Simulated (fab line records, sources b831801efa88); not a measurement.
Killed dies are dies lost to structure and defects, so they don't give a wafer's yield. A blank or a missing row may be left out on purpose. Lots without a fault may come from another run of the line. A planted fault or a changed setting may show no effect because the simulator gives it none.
One fault seen from 2 desks | flow gf180mcu | each desk has only its own numbers; what lay behind them comes last

THE TOOL OWNER'S DESK: implanter-04
The tool's own readings at GF_VT_IMPLANT_IMPLANT_41: means of the sampled wafers that have a number, for each lot that ran on this tool. A lot is out of limits, marked OUT, if its mean lies more than 4 standard deviations from the usual mean; the brackets give that distance.
Columns: A = beam_energy_keV at GF_VT_IMPLANT_IMPLANT_41, usual 70.005
lot  | first seen here | A
L812 | day 7 08:54     | 69.985
L814 | day 8 01:06     | 70.031
L815 | day 8 08:05     | 70.030
L820 | day 9 21:29     | 70.001
L826 | day 11 17:50    | 65.642 (-99 or more) OUT
L832 | day 13 03:10    | 65.641 (-99 or more) OUT
This desk's finding: out of limits on L826, L832; first on L826, day 11 17:50 (beam_energy_keV at GF_VT_IMPLANT_IMPLANT_41). In limits: L812, L814, L815, L820.

THE METROLOGY DESK
What the gauges read, lot by lot, whatever tool the lot ran on: means of the sampled wafers that have a number. A lot is out of limits, marked OUT, if its mean lies more than 4 standard deviations from the usual mean; the brackets give that distance.
Columns: A = VT_IMPLANT_4_TW at GF_VT_IMPLANT_TW_MEAS_43, usual 690; B = MVSD_RS at GF_VT_IMPLANT_RS_MEAS_46, usual 456.7 ohm/sq; C = POLY_GATE_CVD_00_THK at GF_POLY_GATE_THK_MEAS_01, usual 200.9 nm
lot  | first seen here | A   | B     | C
L812 | day 7 09:07     | 690 | 458.1 | 204.1
L814 | day 8 01:21     | 696 | 454.8 | 204.6
L815 | day 8 08:20     | 684 | 457.0 | 202.3
L818 | day 9 12:22     | 691 | 455.3 | 203.1
L819 | day 9 21:01     | 686 | 455.8 | 201.6
L820 | day 9 21:44     | 689 | 456.8 | 200.7
L821 | day 10 04:37    | 690 | 457.4 | 201.5
L822 | day 10 07:15    | 693 | 456.8 | 198.0
L826 | day 11 18:04    | 676 | 456.8 | 199.5
L832 | day 13 03:29    | 681 | 456.4 | 200.4
L833 | day 13 12:13    | 683 | 456.6 | 199.5
L834 | day 13 17:24    | 693 | 456.3 | 200.6
L835 | day 14 01:16    | 688 | 457.5 | 201.1
This desk's finding: nothing out of limits on any of the 13 lots.

PUT TOGETHER
The tool owner's desk could have raised an alarm at day 11 17:50, on L826, L832.
The metrology desk saw nothing out of limits.
The metrology desk has L826, L832 on record, within its limits.
Of the lots named, all ran GF_VT_IMPLANT_IMPLANT_41 on implanter-04.

WHAT THE SIMULATOR HAD PUT IN
Process parameter drift: implanter-04, from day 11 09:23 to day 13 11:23, at GF_VT_IMPLANT_IMPLANT_41. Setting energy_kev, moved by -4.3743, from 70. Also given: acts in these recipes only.
Lots struck among those shown: L826, L832.
Hours from the fault's start to each desk's first reading out of limits: the tool owner's desk, 8.
